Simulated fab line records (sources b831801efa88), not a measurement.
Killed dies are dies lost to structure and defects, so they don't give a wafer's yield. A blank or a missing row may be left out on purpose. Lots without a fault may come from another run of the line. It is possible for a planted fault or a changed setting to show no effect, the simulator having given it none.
A single fault, viewed from 2 desks ; flow gf180mcu ; only its own numbers are on each desk; what lay behind them is given at the end

FOR THE TOOL OWNER'S DESK: pvd sputter-03
The tool's own readings at GF_M4_SPUTTER_02 (material AlCu, target thk 450 nm, time 23.9 s): means of the sampled wafers that have a number, for each lot that ran on this tool. Marked OUT: a lot whose mean sits more than 4 standard deviations from the usual mean, which makes it out of limits; the brackets give that distance.
Columns: A = cathode dc power W at GF_M4_SPUTTER_02, usual 10600 W; B = throttle valve pct at GF_M4_SPUTTER_02, usual 30.1 %
lot;first seen here;A;B
L143;day 22 11:47;10601;30.0
L144;day 22 16:44;10601;29.6
L147;day 23 23:08;10601;30.3
L150;day 24 20:59;10598;29.9
L151;day 25 02:34;10601;30.4
L159;day 27 19:07;10600;29.6
L166;day 29 19:47;10601;30.3
Result from this desk: across the 7 lots, nothing is out of limits.

THE METROLOGY DESK
What the gauges read for every lot (on any tool): the sampled wafers with a number, averaged. Marked OUT: a lot whose mean sits more than 4 standard deviations from the usual mean, which makes it out of limits; the brackets give that distance.
Columns: A = cd nm at GF_V3_CD_MEAS_14, usual 260.1 nm; B = M4_ALCU_RS at GF_M4_RS_MEAS_05, usual 0.0698 ohm/sq; C = M4_ALCU_THK at GF_M4_THK_MEAS_06, usual 457 nm
lot;first seen here;A;B;C
L143;day 22 10:01;260.2;0.0713;450
L144;day 22 14:38;260.0;0.0694;463
L145;day 22 22:56;262.4;0.0704;459
L146;day 23 12:32;260.1;0.0707;447
L147;day 23 21:23;258.7;0.0697;453
L148;day 24 06:23;260.5;0.0691;457
L150;day 24 19:19;259.6;0.0675;472
L151;day 25 00:56;260.6;0.0651 (-5.4) OUT;489 (+5.1) OUT
L158;day 27 11:59;258.7;0.0699;459
L159;day 27 17:29;259.8;0.0690;458
L163;day 29 03:17;258.2;0.0690;465
L166;day 29 18:05;259.9;0.0696;456
This desk's finding: out of limits on L151; first on L151, day 25 02:40 (M4_ALCU_RS at GF_M4_RS_MEAS_05). L143, L144, L145, L146, L147, L148, L150, L158, L159, L163, L166 stayed within limits.

BROUGHT TOGETHER
An alarm was possible from the metrology desk at day 25 02:40, on L151.
The desk of the tool owner found nothing out of limits.
Tool owner's desk: L151 on record, inside its limits.
Every lot named ran GF_M4_SPUTTER_02 on pvd sputter-03.

WHAT THE SIMULATOR HAD INSERTED
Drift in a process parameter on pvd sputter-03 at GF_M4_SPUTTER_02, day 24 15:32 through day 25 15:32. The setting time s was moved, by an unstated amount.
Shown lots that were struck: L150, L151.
Per desk, hours elapsed from the start of the fault to the first reading out of limits: for the metrology desk, 11.
